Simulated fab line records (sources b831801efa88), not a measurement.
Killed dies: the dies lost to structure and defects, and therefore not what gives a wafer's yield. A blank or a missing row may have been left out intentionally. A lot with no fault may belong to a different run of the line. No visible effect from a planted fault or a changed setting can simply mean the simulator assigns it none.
Chamber matching :: flow gf180mcu :: GF_V5_CMP_26 on cmp-01 has 4 sister chambers
The step polishes, stops on SiO2, t overpolish 15 s, target thk 0 nm. 18 wafers are shown with their chamber, then 9 later ones without.

== WAFERS PAIRED WITH THEIR CHAMBERS ==
wafer: L207.2
chamber: 1
motor current A (A): 12.0
time to endpoint s (s): 86
overpolish run s (s): 14.999

wafer: L207.3
chamber: 3
motor current A (A): 10.5
time to endpoint s (s): 80
overpolish run s (s): 14.997

wafer: L207.4
chamber: 0
motor current A (A): 14.0
time to endpoint s (s): 93
overpolish run s (s): 15.007

wafer: L208.2
chamber: 2
motor current A (A): 13.2
time to endpoint s (s): 87
overpolish run s (s): 14.992

wafer: L208.5
chamber: 3
motor current A (A): 11.0
time to endpoint s (s): 78
overpolish run s (s): 15.004

wafer: L208.6
chamber: 0
motor current A (A): 14.3
time to endpoint s (s): 92
overpolish run s (s): 14.999

wafer: L211.1
chamber: 2
motor current A (A): 12.6
time to endpoint s (s): 86
overpolish run s (s): 15.003

wafer: L211.2
chamber: 1
motor current A (A): 12.2
time to endpoint s (s): 92
overpolish run s (s): 14.991

wafer: L211.3
chamber: 0
motor current A (A): 13.0
time to endpoint s (s): 96
overpolish run s (s): 15.005

wafer: L212.3
chamber: 1
motor current A (A): 11.3
time to endpoint s (s): 92
overpolish run s (s): 14.977

wafer: L212.4
chamber: 0
motor current A (A): 13.7
time to endpoint s (s): 91
overpolish run s (s): 14.996

wafer: L212.5
chamber: 3
motor current A (A): 11.8
time to endpoint s (s): 82
overpolish run s (s): 15.007

wafer: L214.1
chamber: 3
motor current A (A): 10.9
time to endpoint s (s): 83
overpolish run s (s): 14.997

wafer: L214.3
chamber: 2
motor current A (A): 12.9
time to endpoint s (s): 85
overpolish run s (s): 14.998

wafer: L214.6
chamber: 0
motor current A (A): 13.3
time to endpoint s (s): 95
overpolish run s (s): 15.002

wafer: L215.1
chamber: 3
motor current A (A): 11.3
time to endpoint s (s): 83
overpolish run s (s): 14.989

wafer: L215.2
chamber: 2
motor current A (A): 12.6
time to endpoint s (s): 82
overpolish run s (s): 14.998

wafer: L215.3
chamber: 1
motor current A (A): 12.0
time to endpoint s (s): 86
overpolish run s (s): 14.993

SIGNATURES (averages over the wafers above)
reading: motor current A
chamber 0: 13.660
chamber 1: 11.875
chamber 2: 12.825
chamber 3: 11.100
scatter within a chamber: 0.443

reading: time to endpoint s
chamber 0: 93.40
chamber 1: 89.00
chamber 2: 85.00
chamber 3: 81.20
scatter within a chamber: 2.48

reading: overpolish run s
chamber 0: 15.00180
chamber 1: 14.99000
chamber 2: 14.99775
chamber 3: 14.99880
scatter within a chamber: 0.00653
Rule: distance of a wafer from a chamber = root of the sum over the readings of ((wafer's reading minus chamber's mean) / reading's scatter) squared. If the next closest chamber is less than 2 further off than the closest, the wafer can't be placed; otherwise it belongs to the closest. How the scatter is found: for the shown wafers, subtract from each reading the mean of its chamber, square and add these, divide the total by (wafers less chambers), then take the root.

== WAFERS MISSING THEIR CHAMBER ==
wafer: L217.1
motor current A (A): 11.8
time to endpoint s (s): 81
overpolish run s (s): 15.001

wafer: L217.2
motor current A (A): 12.1
time to endpoint s (s): 85
overpolish run s (s): 15.012

wafer: L217.3
motor current A (A): 13.8
time to endpoint s (s): 92
overpolish run s (s): 15.004

wafer: L216.1
motor current A (A): 11.0
time to endpoint s (s): 80
overpolish run s (s): 15.013

wafer: L216.3
motor current A (A): 11.8
time to endpoint s (s): 87
overpolish run s (s): 15.008

wafer: L216.5
motor current A (A): 14.1
time to endpoint s (s): 94
overpolish run s (s): 14.999

wafer: L220.4
motor current A (A): 11.3
time to endpoint s (s): 90
overpolish run s (s): 14.987

wafer: L220.5
motor current A (A): 12.8
time to endpoint s (s): 89
overpolish run s (s): 14.988

wafer: L220.6
motor current A (A): 11.5
time to endpoint s (s): 80
overpolish run s (s): 14.999

== WHICH CHAMBER EACH WENT THROUGH ==
wafer: L217.1
from the rows above: can't be placed: 3 or 2
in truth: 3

wafer: L217.2
from the rows above: can't be placed: 2 or 3 or 1
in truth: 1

wafer: L217.3
from the rows above: 0
in truth: 0

wafer: L216.1
from the rows above: 3
in truth: 3

wafer: L216.3
from the rows above: can't be placed: 1 or 2 or 3
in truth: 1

wafer: L216.5
from the rows above: 0
in truth: 0

wafer: L220.4
from the rows above: 1
in truth: 1

wafer: L220.5
from the rows above: can't be placed: 1 or 2 or 0
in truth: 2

wafer: L220.6
from the rows above: 3
in truth: 3
Placed correctly: 5 of 9. Unplaceable from these rows: 4, with the true chamber sitting among the candidates in 4. Placed wrongly: 0.
